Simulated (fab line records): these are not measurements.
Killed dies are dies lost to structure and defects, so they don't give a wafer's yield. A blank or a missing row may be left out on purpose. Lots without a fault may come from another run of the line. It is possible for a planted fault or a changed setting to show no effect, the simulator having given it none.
Which tool is to blame? || flow sky130 || 14 lots with 42 wafers sampled at 4 steps, on a route of 708 steps

WHAT THE GAUGES READ, wafer by wafer
SKY_METAL1_OVL_MEAS_16. Usual: METAL1_OVL gives 3 nm (standard deviation 5.7).
{"lot": "L955", "measured": "day 32 22:10", "on": "overlay-01", "METAL1_OVL (nm)": "9 11 15", "flag": ""}
{"lot": "L957", "measured": "day 33 11:17", "on": "overlay-01", "METAL1_OVL (nm)": "2 6 7", "flag": ""}
{"lot": "L960", "measured": "day 34 05:16", "on": "overlay-02", "METAL1_OVL (nm)": "10 -3 2", "flag": ""}
{"lot": "L961", "measured": "day 34 14:09", "on": "overlay-01", "METAL1_OVL (nm)": "13 8 3", "flag": ""}
{"lot": "L962", "measured": "day 34 20:26", "on": "overlay-02", "METAL1_OVL (nm)": "6 6 13", "flag": ""}
{"lot": "L963", "measured": "day 35 03:26", "on": "overlay-02", "METAL1_OVL (nm)": "0 3 7", "flag": ""}
{"lot": "L964", "measured": "day 35 13:51", "on": "overlay-01", "METAL1_OVL (nm)": "0 -3 3", "flag": ""}
{"lot": "L965", "measured": "day 35 23:23", "on": "overlay-01", "METAL1_OVL (nm)": "5 3 2", "flag": ""}
{"lot": "L972", "measured": "day 38 01:02", "on": "overlay-02", "METAL1_OVL (nm)": "5 6 8", "flag": ""}
{"lot": "L971", "measured": "day 38 01:24", "on": "overlay-02", "METAL1_OVL (nm)": "2 -3 13", "flag": ""}
{"lot": "L974", "measured": "day 39 07:42", "on": "overlay-02", "METAL1_OVL (nm)": "-7 -6 -4", "flag": ""}
{"lot": "L975", "measured": "day 39 08:40", "on": "overlay-02", "METAL1_OVL (nm)": "-4 0 -5", "flag": ""}
{"lot": "L977", "measured": "day 39 09:36", "on": "overlay-01", "METAL1_OVL (nm)": "8 10 8", "flag": ""}
{"lot": "L978", "measured": "day 39 16:40", "on": "overlay-02", "METAL1_OVL (nm)": "-3 -6 6", "flag": ""}

SKY_VIA1_RS_MEAS_22: measurement is done with a four-point probe. Usual: VIA1_W_RS gives 0.424 ohm/sq (standard deviation 0.0086).
{"lot": "L955", "measured": "day 34 02:57", "on": "film-metro-03", "VIA1_W_RS (ohm/sq)": "0.418 0.422 0.418", "flag": ""}
{"lot": "L957", "measured": "day 34 16:18", "on": "film-metro-03", "VIA1_W_RS (ohm/sq)": "0.427 0.428 0.423", "flag": ""}
{"lot": "L960", "measured": "day 35 09:58", "on": "film-metro-01", "VIA1_W_RS (ohm/sq)": "0.409 0.423 0.412", "flag": ""}
{"lot": "L961", "measured": "day 35 19:52", "on": "film-metro-03", "VIA1_W_RS (ohm/sq)": "0.437 0.423 0.437", "flag": ""}
{"lot": "L962", "measured": "day 36 01:20", "on": "film-metro-01", "VIA1_W_RS (ohm/sq)": "0.442 0.425 0.447", "flag": ""}
{"lot": "L963", "measured": "day 36 08:57", "on": "film-metro-02", "VIA1_W_RS (ohm/sq)": "0.427 0.437 0.434", "flag": ""}
{"lot": "L964", "measured": "day 36 18:26", "on": "film-metro-01", "VIA1_W_RS (ohm/sq)": "0.439 0.424 0.441", "flag": ""}
{"lot": "L965", "measured": "day 37 04:07", "on": "film-metro-03", "VIA1_W_RS (ohm/sq)": "0.416 0.414 0.419", "flag": ""}
{"lot": "L972", "measured": "day 39 05:13", "on": "film-metro-03", "VIA1_W_RS (ohm/sq)": "0.421 0.419 0.422", "flag": ""}
{"lot": "L971", "measured": "day 39 05:29", "on": "film-metro-01", "VIA1_W_RS (ohm/sq)": "0.417 0.419 0.413", "flag": ""}
{"lot": "L974", "measured": "day 40 10:53", "on": "film-metro-01", "VIA1_W_RS (ohm/sq)": "0.416 0.414 0.417", "flag": ""}
{"lot": "L975", "measured": "day 40 11:51", "on": "film-metro-02", "VIA1_W_RS (ohm/sq)": "0.431 0.437 0.440", "flag": ""}
{"lot": "L977", "measured": "day 40 14:13", "on": "film-metro-03", "VIA1_W_RS (ohm/sq)": "0.418 0.414 0.413", "flag": ""}
{"lot": "L978", "measured": "day 40 19:09", "on": "film-metro-02", "VIA1_W_RS (ohm/sq)": "0.412 0.416 0.420", "flag": ""}

SKY_VIA1_THK_MEAS_23: measures by xrf. Usual: VIA1_W_THK gives 269 nm (standard deviation 6.2).
{"lot": "L955", "measured": "day 34 03:04", "on": "film-metro-03", "VIA1_W_THK (nm)": "273 271 273", "flag": ""}
{"lot": "L957", "measured": "day 34 16:25", "on": "film-metro-03", "VIA1_W_THK (nm)": "268 267 272", "flag": ""}
{"lot": "L960", "measured": "day 35 10:04", "on": "film-metro-01", "VIA1_W_THK (nm)": "279 270 278", "flag": ""}
{"lot": "L961", "measured": "day 35 19:58", "on": "film-metro-03", "VIA1_W_THK (nm)": "263 271 262", "flag": ""}
{"lot": "L962", "measured": "day 36 01:28", "on": "film-metro-01", "VIA1_W_THK (nm)": "261 268 257", "flag": ""}
{"lot": "L963", "measured": "day 36 09:04", "on": "film-metro-02", "VIA1_W_THK (nm)": "263 256 259", "flag": ""}
{"lot": "L964", "measured": "day 36 18:34", "on": "film-metro-01", "VIA1_W_THK (nm)": "260 271 259", "flag": ""}
{"lot": "L965", "measured": "day 37 04:14", "on": "film-metro-03", "VIA1_W_THK (nm)": "274 276 272", "flag": ""}
{"lot": "L972", "measured": "day 39 05:20", "on": "film-metro-03", "VIA1_W_THK (nm)": "273 276 273", "flag": ""}
{"lot": "L971", "measured": "day 39 05:36", "on": "film-metro-01", "VIA1_W_THK (nm)": "276 274 277", "flag": ""}
{"lot": "L974", "measured": "day 40 11:00", "on": "film-metro-01", "VIA1_W_THK (nm)": "272 274 273", "flag": ""}
{"lot": "L975", "measured": "day 40 11:57", "on": "film-metro-02", "VIA1_W_THK (nm)": "264 259 257", "flag": ""}
{"lot": "L977", "measured": "day 40 14:20", "on": "film-metro-03", "VIA1_W_THK (nm)": "275 277 278", "flag": ""}
{"lot": "L978", "measured": "day 40 19:15", "on": "film-metro-02", "VIA1_W_THK (nm)": "275 274 270", "flag": ""}

WHAT TOOL EACH LOT RAN ON (gives the tool, then ch and the chambers of the sampled wafers, and finally the start)
{"lot": "L955", "SKY_VIA1_DEVELOP_11": "litho-track-03 ch 0, day 34 01:00"}
{"lot": "L957", "SKY_VIA1_DEVELOP_11": "litho-track-03 ch 0, day 34 15:00"}
{"lot": "L960", "SKY_VIA1_DEVELOP_11": "litho-track-02 ch 0, day 35 08:00"}
{"lot": "L961", "SKY_VIA1_DEVELOP_11": "litho-track-01 ch 0, day 35 18:00"}
{"lot": "L962", "SKY_VIA1_DEVELOP_11": "litho-track-01 ch 0, day 36 00:00"}
{"lot": "L963", "SKY_VIA1_DEVELOP_11": "litho-track-02 ch 0, day 36 07:00"}
{"lot": "L964", "SKY_VIA1_DEVELOP_11": "litho-track-01, day 36 17:00"}
{"lot": "L965", "SKY_VIA1_DEVELOP_11": "litho-track-02, day 37 02:00"}
{"lot": "L972", "SKY_VIA1_DEVELOP_11": "litho-track-03 ch 0, day 39 04:00"}
{"lot": "L971", "SKY_VIA1_DEVELOP_11": "litho-track-01 ch 0, day 39 04:00"}
{"lot": "L974", "SKY_VIA1_DEVELOP_11": "litho-track-03 ch 0, day 40 09:00"}
{"lot": "L975", "SKY_VIA1_DEVELOP_11": "litho-track-01 ch 0, day 40 10:00"}
{"lot": "L977", "SKY_VIA1_DEVELOP_11": "litho-track-03 ch 0, day 40 12:00"}
{"lot": "L978", "SKY_VIA1_DEVELOP_11": "litho-track-02 ch 0, day 40 17:00"}
- SKY_VIA1_DEVELOP_11: develop time 60 s.

AS READ BY THE TOOLS THEMSELVES (means over the sampled wafers that have a number; for cases with no such wafer, the mark the record gives instead)
SKY_VIA1_DEVELOP_11. Usual: chill-plate-temp-C 23.01 C, standard deviation 0.097; exhaust-pa 45.0 Pa, standard deviation 0.96.
{"lot": "L955", "tool": "litho-track-03", "chill-plate-temp-C (C)": 22.93, "exhaust-pa (Pa)": 46.2, "flag": ""}
{"lot": "L957", "tool": "litho-track-03", "chill-plate-temp-C (C)": 23.06, "exhaust-pa (Pa)": 43.4, "flag": ""}
{"lot": "L960", "tool": "litho-track-02", "chill-plate-temp-C (C)": 23.06, "exhaust-pa (Pa)": 44.3, "flag": ""}
{"lot": "L961", "tool": "litho-track-01", "chill-plate-temp-C (C)": 22.95, "exhaust-pa (Pa)": 44.4, "flag": ""}
{"lot": "L962", "tool": "litho-track-01", "chill-plate-temp-C (C)": 22.98, "exhaust-pa (Pa)": 44.2, "flag": ""}
{"lot": "L963", "tool": "litho-track-02", "chill-plate-temp-C (C)": 22.96, "exhaust-pa (Pa)": 45.8, "flag": ""}
{"lot": "L964", "tool": "litho-track-01", "chill-plate-temp-C (C)": "-", "exhaust-pa (Pa)": "-", "flag": "OFF"}
{"lot": "L965", "tool": "litho-track-02", "chill-plate-temp-C (C)": "-", "exhaust-pa (Pa)": "-", "flag": "OFF"}
{"lot": "L972", "tool": "litho-track-03", "chill-plate-temp-C (C)": 23.15, "exhaust-pa (Pa)": 44.8, "flag": ""}
{"lot": "L971", "tool": "litho-track-01", "chill-plate-temp-C (C)": 23.11, "exhaust-pa (Pa)": 45.0, "flag": ""}
{"lot": "L974", "tool": "litho-track-03", "chill-plate-temp-C (C)": 22.98, "exhaust-pa (Pa)": 44.3, "flag": ""}
{"lot": "L975", "tool": "litho-track-01", "chill-plate-temp-C (C)": 22.95, "exhaust-pa (Pa)": 44.5, "flag": ""}
{"lot": "L977", "tool": "litho-track-03", "chill-plate-temp-C (C)": 23.03, "exhaust-pa (Pa)": 44.6, "flag": ""}
{"lot": "L978", "tool": "litho-track-02", "chill-plate-temp-C (C)": 22.94, "exhaust-pa (Pa)": 44.1, "flag": ""}

THE ANSWER, worked out from the rows above alone
Rule: a lot counts as off when the mean over its wafers that have a number is more than 3 standard deviations away from the usual mean. Also off: a lot with no number at a reading for which 4 or more lots have one. Any other lot the step has rows for is counted as sound. The gauges are gone through in route order, then the tools' own readings, and for those a lot's mean is taken as printed above. The first step at which some lot is off is used, and at that step the reading that is off furthest; a lot without a number counts as furthest.
Off at SKY_VIA1_DEVELOP_11 (chill-plate-temp-C): L964, L965. Without a number there: L964, L965.
If a tool, at that step or one of the process steps before it, ran each lot that is off and ran no sound lot following the first of them, it fits. No candidate that was tried fits.

WHAT THE SIMULATOR HAD PUT IN
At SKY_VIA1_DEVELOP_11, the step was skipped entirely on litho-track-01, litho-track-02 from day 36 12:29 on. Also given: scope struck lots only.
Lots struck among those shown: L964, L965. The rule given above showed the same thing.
